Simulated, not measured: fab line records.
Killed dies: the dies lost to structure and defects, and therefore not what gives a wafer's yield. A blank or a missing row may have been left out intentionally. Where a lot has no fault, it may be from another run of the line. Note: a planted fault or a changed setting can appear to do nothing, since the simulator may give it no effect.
8D (eight disciplines) problem report, filled in by code    flow sky130    the parts of the form that need people (team, actions taken, sign-off) are left out

## 1. WHAT IS WRONG
Mean of runLengthS at SKY_VT_ADJUST_NCORE_DEHYDRATE_00: 86.63 s across 9 wafers in 3 lots; on wafers with no fault it is 89.35 s (standard deviation 0.12). Relative to the usual mean, that is a shift of -23 standard deviations.
The step: time 60 s.
First observed at day 13 03:20: wafer L363.2, on lithoTrack-02. The record has a number at this step for 39 wafers belonging to 13 lots. The rule behind "out" and "out of limits": a value lying over 4 standard deviations away from the usual mean. The other wafers with a number count as sound.

## 2. WHAT THIS IS AND IS NOT
question                     is                             is not
which readings at this step  runLengthS, heaterPowerTotalW  resistLineTempC
which lots                   L363, L364, L366               L350, L351, L353, L354, L355, L356, L357, L358, L365, L370
which wafers of those lots   all that have a number         -
read on which tools          lithoTrack-02                  lithoTrack-01, lithoTrack-03
when                         from day 13 03:20              up to then (24 sound wafers); but 6 sound wafers of L365, L370 came after

## 3. SUSPECTS, AND WHAT RULES EACH OUT
Counting: any tool at a process step up to the reading is kept as a suspect provided that every lot that is out went through it and no sound lot did after the first of them.
- lithoTrack-02 at SKY_VT_ADJUST_NCORE_DEHYDRATE_00 (time 60 s): kept. Every lot that is out went through it, starting with L363 (day 13 03:20), and after that it ran no sound lot; the last sound lot it ran before then is L356 (day 10 23:20). Its own readings are out on those wafers: heaterPowerTotalW, runLengthS.
The count leaves lithoTrack-02 at SKY_VT_ADJUST_NCORE_DEHYDRATE_00.

## 4. THE CAUSE (what the simulator had put in)
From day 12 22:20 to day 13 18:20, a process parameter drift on lithoTrack-02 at SKY_VT_ADJUST_NCORE_DEHYDRATE_00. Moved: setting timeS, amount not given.
Only this tool survived the counting.

## 5. THE EFFECT CHAIN, in route order
Each row: a reading where the mean over the struck wafers with a number is more than 3 standard deviations away from the usual. Only readings whose record carries a usual standard deviation are examined. hours: median over the lots of the time between each lot's start at the first step of this table that gives one and its start at this step. sigmas: the change, counted in usual standard deviations.
hours  step                              reading            usual     on struck wafers  change  sigmas
0      SKY_VT_ADJUST_NCORE_DEHYDRATE_00  heaterPowerTotalW  160.38 W  163.06            +2.68   +21
0      SKY_VT_ADJUST_NCORE_DEHYDRATE_00  runLengthS         89.35 s   86.63             -2.72   -23
Here are the process steps it includes:
- SKY_VT_ADJUST_NCORE_DEHYDRATE_00: time 60 s.
Later steps that measure or inspect, where all struck wafers having a row at the step show a number for every such reading and not one has moved that far: SKY_SONOS_ONO_THK_MEAS_01.

## 6. HOW IT WOULD HAVE BEEN CAUGHT EARLIER
5 hours passed between the start of the fault at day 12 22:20 and the first reading out of limits in this record, taken at day 13 03:20.
